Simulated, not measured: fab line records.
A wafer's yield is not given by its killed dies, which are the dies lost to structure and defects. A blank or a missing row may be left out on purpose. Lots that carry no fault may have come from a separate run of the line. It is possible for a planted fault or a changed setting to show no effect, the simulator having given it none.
fab line records    flow gf180mcu
[record] lots = 6  wafers = 18  lastDay = 33
route steps=602 shown V3@445 M4@456
lots with no fault: from the same line, run without faults
startH: hours from the record's first day to the start of the lot's first wafer shown    waitH: time in hours since the lot's previous step    " unchanged from the row above    L1.1+2: a single row standing in for several wafers    - no value, or no start was given    * or withheld: withheld    < > ~ a bound
route shown NAME@n: names a module that has steps shown in the file, with the first one's number in the route    usual: mean/standard deviation of fault-free wafers    same: alike in all rows    chamber/n: place in a boat    sites: per-site readings    _std_site: standard deviation across them    _edge_site: inner sites' mean taken away from outer sites' mean    radiusMm: for every site, how far away it sits from the centre of the wafer    mask NAME#n: copy n    behind: the last tool/chamber to shape the wafer    hold: why the lot was held/for how many hours/how that ended    device: transistor that didn't switch, given as n, p or np    end of line: tests run on the same wafers once the route is complete    a step with no rows: only its recipe    killed: the dies lost at the first sort to structure and to defects; this is not the yield of the wafer    map: shows each die of a wafer: x if killed, . if not, _ if none is there
set.NAME: the run value of the setting; set.NAME@STEP: its run value at that earlier step    model.NAME: the simulator's own value behind a step, which no gauge read
lots seen at some steps along the route; tables by step, rows by wafer
services: when a tool's chamber went out of use (startH, in hours from the record's first day, below 0 if earlier), for how many hours, and the reason
[[steps]]
[step GF_V3_ETCH_16]
[recipe] chemistry = N2/H2  targetDepthA = withheld  overetchA = withheld  timeS = withheld  target = BARC  ionEnergyEv = 200  sourceW = 500  biasW = 100  pressureMtorr = 30  n2FlowSccm = 100  h2FlowSccm = 200
[usual] drypumpMotorCurrentA = 5.7/0.53  oesProductAu = 0.856/0.0047  throttleValvePct = 13.224/0.0088
lot.wafer  tool        chamber  startH  waitH  drypumpMotorCurrentA  oesProductAu  throttleValvePct
L220.1     rieDiel-01  3        520.89  0.0    6.2                   0.852         13.210
L220.3     "           1        "       "      4.7                   0.856         13.217
L220.5     "           0        "       "      5.2                   0.857         13.233
L222.1     rieDiel-01  1        539.07  0.0    4.7                   0.853         13.211
L222.4     "           3        "       "      6.2                   0.860         13.237
L222.5     "           1        "       "      4.7                   0.845         13.220
L229.1     rieDiel-03  1        598.73  0.0    5.7                   0.852         13.236
L229.4     "           1        "       "      5.7                   0.858         13.225
L229.5     "           3        "       "      6.1                   0.861         13.230
L231.1     rieDiel-04  0        615.89  0.0    6.3                   0.861         13.220
L231.3     "           2        "       "      5.7                   0.853         13.226
L231.5     "           0        "       "      6.3                   0.860         13.229
L236.1     rieDiel-03  0        646.13  0.0    5.6                   0.867         13.229
L236.2     "           3        "       "      6.1                   0.864         13.238
L236.3     "           2        "       "      5.8                   0.861         13.225
L239.1     rieDiel-03  3        662.74  0.0    6.1                   0.861         13.225
L239.3     "           1        "       "      5.6                   0.855         13.224
L239.6     "           1        "       "      5.6                   0.858         13.230
[step GF_V3_ETCH_17]
[recipe] chemistry = C4F8/O2/Ar  maskMaterial = KrF  target = SiO2  stopOn = TiN  sourceW = 1500  biasW = 1200  pressureMtorr = 40  c4f8FlowSccm = withheld  O2_flow_sccm = 6  Ar_flow_sccm = 300  timeS = withheld  targetDepthA = 6350
[step GF_V3_STRIP_18]
[recipe] chemistry = O2/N2  powerW = 1400  pressureMtorr = 1500  platenTempC = 250  o2FlowSccm = 3000  n2FlowSccm = 300  overashFraction = 0.5
[usual] drypumpMotorCurrentA = 5.8/0.41  heaterPowerW = 332/19  oesProductAu = 0.594/0.0047
lot.wafer  tool            chamber  startH  waitH  drypumpMotorCurrentA  heaterPowerW  oesProductAu  rfHoursCounterH
L220.1     plasmaAsher-01  1        521.02  -      5.0                   357           0.592         10
L220.3     "               0        "       "      5.6                   319           0.588         -
L220.5     "               1        "       "      5.0                   356           0.595         -
L222.1     plasmaAsher-04  1        539.20  -      5.9                   340           0.604         81
L222.4     "               0        "       "      6.3                   352           0.602         -
L222.5     "               0        "       "      6.3                   351           0.592         -
L229.1     plasmaAsher-04  0        598.86  -      6.3                   358           0.597         87
L229.4     "               1        "       "      6.0                   346           0.597         -
L229.5     "               0        "       "      6.2                   357           0.601         -
L231.1     plasmaAsher-03  0        616.02  -      5.7                   315           0.584         52
L231.3     "               1        "       "      6.0                   315           0.587         -
L231.5     "               1        "       "      6.0                   306           0.586         -
L236.1     plasmaAsher-01  1        646.26  -      5.0                   344           0.590         24
L236.2     "               0        "       "      5.6                   311           0.606         24
L236.3     "               0        "       "      5.6                   309           0.593         -
L239.1     plasmaAsher-03  1        662.87  -      6.0                   303           0.596         58
L239.3     "               0        "       "      5.7                   308           0.598         -
L239.6     "               1        "       "      6.0                   309           0.597         -
[step GF_V3_STRIP_19]
[recipe] chemistry = postEtchResidueRemover  timeS = 1200  tempC = 72.5
[step GF_V3_CLEAN_20]
[recipe] chemistry = DIW  dry = n2Spin
[step GF_V3_SPUTTER_21]
[recipe] material = Ti  targetThkNm = 15  chamberPressurePa = 5  powerW = 2500  substrateTempC = 200  timeS = 80.02
[usual] throttleValvePct = 30.0/0.91
lot.wafer  tool           chamber  startH  waitH  throttleValvePct
L220.1     pvdSputter-02  -        521.56  0.0    29.1
L220.3     "              -        "       "      31.4
L220.5     "              -        "       "      30.6
L222.1     pvdSputter-04  -        539.73  0.0    29.6
L222.4     "              -        "       "      31.6
L222.5     "              -        "       "      29.2
L229.1     pvdSputter-01  -        599.39  0.0    30.2
L229.4     "              -        "       "      29.7
L229.5     "              -        "       "      29.9
L231.1     pvdSputter-01  -        616.56  0.0    29.8
L231.3     "              -        "       "      29.6
L231.5     "              -        "       "      29.4
L236.1     pvdSputter-04  -        646.79  0.0    28.9
L236.2     "              -        "       "      29.7
L236.3     "              -        "       "      29.6
L239.1     pvdSputter-01  -        663.40  0.0    30.4
L239.3     "              -        "       "      29.5
L239.6     "              -        "       "      31.1
[step GF_V3_SPUTTER_22]
[recipe] material = TiN  targetThkNm = 10  chamberPressurePa = 5  powerW = 4000  timeS = 40
[usual] throttleValvePct = 30.0/0.89
lot.wafer  tool           chamber  startH  waitH  throttleValvePct
L220.1     pvdSputter-02  -        521.62  0.0    28.8
L220.3     "              -        "       "      31.3
L220.5     "              -        "       "      30.7
L222.1     pvdSputter-04  -        539.79  0.0    29.5
L222.4     "              -        "       "      31.5
L222.5     "              -        "       "      28.8
L229.1     pvdSputter-01  -        599.45  0.0    30.1
L229.4     "              -        "       "      29.6
L229.5     "              -        "       "      29.9
L231.1     pvdSputter-01  -        616.62  0.0    30.0
L231.3     "              -        "       "      29.7
L231.5     "              -        "       "      29.8
L236.1     pvdSputter-04  -        646.85  0.0    29.2
L236.2     "              -        "       "      29.9
L236.3     "              -        "       "      29.8
L239.1     pvdSputter-01  -        663.46  0.0    30.1
L239.3     "              -        "       "      29.6
L239.6     "              -        "       "      31.5
[step GF_V3_CVD_23]
[recipe] material = W  targetThkNm = 350  timeS = 104.9  tempC = 400  pressureTorr = 40
[step GF_V3_RS_MEAS_24]
[recipe] thkMeasGauge = four-point-probe  reads = W_of_V3_CVD_23+TiN_of_V3_SPUTTER_22+Ti_of_V3_SPUTTER_21
[usual] V3_W_RS = 0.325/0.0039
lot.wafer  tool          chamber  startH  waitH  V3_W_RS[ohm/sq]
L220.1     filmMetro-03  -        521.77  0.1    0.323
L220.3     "             -        "       "      0.322
L220.5     "             -        "       "      0.320
L222.1     filmMetro-02  -        539.94  0.1    0.321
L222.4     "             -        "       "      0.323
L222.5     "             -        "       "      0.322
L229.1     filmMetro-01  -        599.61  0.1    0.324
L229.4     "             -        "       "      0.320
L229.5     "             -        "       "      0.326
L231.1     filmMetro-02  -        616.77  0.1    0.327
L231.3     "             -        "       "      0.327
L231.5     "             -        "       "      0.330
L236.1     filmMetro-01  -        647.00  0.1    0.326
L236.2     "             -        "       "      0.324
L236.3     "             -        "       "      0.327
L239.1     filmMetro-01  -        663.61  0.1    0.327
L239.3     "             -        "       "      0.324
L239.6     "             -        "       "      0.329
[step GF_V3_THK_MEAS_25]
[recipe] thkMeasGauge = xrf  reads = W_of_V3_CVD_23
[usual] V3_W_THK = 360/7.1
lot.wafer  tool          chamber  startH  waitH  V3_W_THK[nm]
L220.1     filmMetro-03  -        521.89  0.1    357
L220.3     "             -        "       "      358
L220.5     "             -        "       "      360
L222.1     filmMetro-02  -        540.06  0.1    368
L222.4     "             -        "       "      364
L222.5     "             -        "       "      365
L229.1     filmMetro-01  -        599.73  0.1    370
L229.4     "             -        "       "      374
L229.5     "             -        "       "      368
L231.1     filmMetro-02  -        616.89  0.1    364
L231.3     "             -        "       "      362
L231.5     "             -        "       "      360
L236.1     filmMetro-01  -        647.12  0.1    363
L236.2     "             -        "       "      363
L236.3     "             -        "       "      360
L239.1     filmMetro-01  -        663.73  0.1    366
L239.3     "             -        "       "      370
L239.6     "             -        "       "      365
[step GF_V3_CMP_26]
[recipe] stopOn = SiO2  downForcePsi = 3.5  platenRpm = 60  tOverpolishS = 15  targetThkNm = 0  padVelocityMS = 0.94248
[usual] motorCurrentA = 10.4/0.83  overpolishRunS = 15.001/0.0099  timeToEndpointS = 87/4.6
lot.wafer  tool    chamber  startH  waitH  motorCurrentA  overpolishRunS  timeToEndpointS
L220.3     cmp-02  0        522.05  0.1    11.3           15.022          94
L220.1     "       1        "       "      9.8            14.985          88
L220.5     "       2        "       "      9.7            15.000          87
L222.4     cmp-02  3        540.12  0.0    9.0            15.008          84
L222.1     "       2        "       "      9.7            15.009          94
L222.5     "       3        "       "      9.4            14.999          83
L229.4     cmp-02  1        599.79  0.0    9.5            14.982          90
L229.1     "       2        "       "      9.8            15.008          89
L229.5     "       2        "       "      10.1           15.003          88
L231.1     cmp-01  1        617.00  0.1    11.4           14.995          81
L231.3     "       2        "       "      11.1           14.996          83
L231.5     "       0        "       "      9.8            15.000          85
L236.1     cmp-02  0        647.18  0.1    11.8           14.986          86
L236.3     "       1        "       "      9.9            15.024          81
L236.2     "       2        "       "      9.9            15.002          84
L239.3     cmp-01  0        663.79  0.0    10.3           15.002          87
L239.1     "       1        "       "      10.5           15.001          83
L239.6     "       0        "       "      10.2           14.997          84
[step GF_M4_SPUTTER_00]
[recipe] material = Ti  targetThkNm = 37.5  arrivingIonEnergyEv = 80  substrateTempC = 200  chamberPressurePa = 2  powerW = 4000  timeS = 150
[step GF_M4_SPUTTER_01]
[recipe] material = TiN  targetThkNm = 30  powerW = 6671  timeS = 25  chamberPressurePa = 0.4
[usual] throttleValvePct = 29.9/0.9
lot.wafer  tool           chamber  startH  waitH  throttleValvePct  model.TiN_of_M4_SPUTTER_01.thkNm
L220.1     pvdSputter-02  -        522.35  0.1    30.7              30.91
L220.3     "              -        "       "      29.2              30.7
L220.5     "              -        "       "      28.9              31.13
L222.1     pvdSputter-03  -        540.52  0.1    30.5              30.96
L222.4     "              -        "       "      29.5              31.05
L222.5     "              -        "       "      30.2              31.15
L229.1     pvdSputter-02  -        600.20  0.1    28.9              29.82
L229.4     "              -        "       "      31.5              29.85
L229.5     "              -        "       "      28.9              29.31
L231.1     pvdSputter-02  -        617.35  0.1    29.0              29.6
L231.3     "              -        "       "      31.5              30.12
L231.5     "              -        "       "      28.9              29.45
L236.1     pvdSputter-03  -        647.58  0.1    28.7              30.5
L236.2     "              -        "       "      30.5              30.35
L236.3     "              -        "       "      30.2              30.58
L239.1     pvdSputter-01  -        664.19  0.1    29.8              31.07
L239.3     "              -        "       "      29.4              31.07
L239.6     "              -        "       "      30.0              31.35
[step GF_M4_SPUTTER_02]
[recipe] material = AlCu  targetThkNm = 450  powerW = 10600  timeS = 23.9  chamberPressurePa = 0.4
[[services]]
tool            chamber  startH  hours  kind
pvdSputter-04   -        520.94  4.1    repair
rieDiel-03      3        529.27  9.5    repair
rieDiel-01      2        537.70  -      clean
pvdSputter-01   -        540.59  1.0    repair
pvdSputter-02   0        564.07  -      consumableReplace:kit
pvdSputter-02   0        564.07  18.0   scheduledDown
pvdSputter-02   0        564.07  18.0   ventCycle
cmp-02          -        575.65  10.0   pm
rieDiel-03      2        578.77  13.0   repair
pvdSputter-02   -        582.03  9.0    repair
rieDiel-03      2        591.80  -      clean
rieDiel-03      2        591.80  23.8   scheduledDown
rieDiel-03      2        591.80  23.8   ventCycle
cmp-01          -        602.98  4.0    pm
rieDiel-04      0        603.08  8.2    repair
cmp-02          -        607.50  1.4    repair
plasmaAsher-04  -        614.19  14.6   pm
pvdSputter-01   3        630.11  -      consumableReplace:kit
pvdSputter-01   3        630.11  18.0   scheduledDown
pvdSputter-01   3        630.11  18.0   ventCycle
cmp-01          -        637.96  8.0    pm
pvdSputter-03   -        644.69  2.2    repair
rieDiel-03      -        655.83  1.2    repair
rieDiel-03      0        659.62  5.5    repair
[[key]]
firstSign none at tools or gauges
[modelEffect] step = GF_M4_SPUTTER_01  value = TiN_of_M4_SPUTTER_01.thkNm  without = 30.97  struck = 29.69
metAt GF_M4_SPUTTER_01
struckWafers L229.1,L229.4,L229.5,L231.1,L231.3,L231.5
onsetBetween 522.35 600.20
[fault] kind = processParameterDrift  tool = pvdSputter-02  chamber = -  onsetH = 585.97  steps = GF_M4_SPUTTER_01  channel = timeS  offset = *  shape = step  endH = 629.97  actsIn = *  stated = *
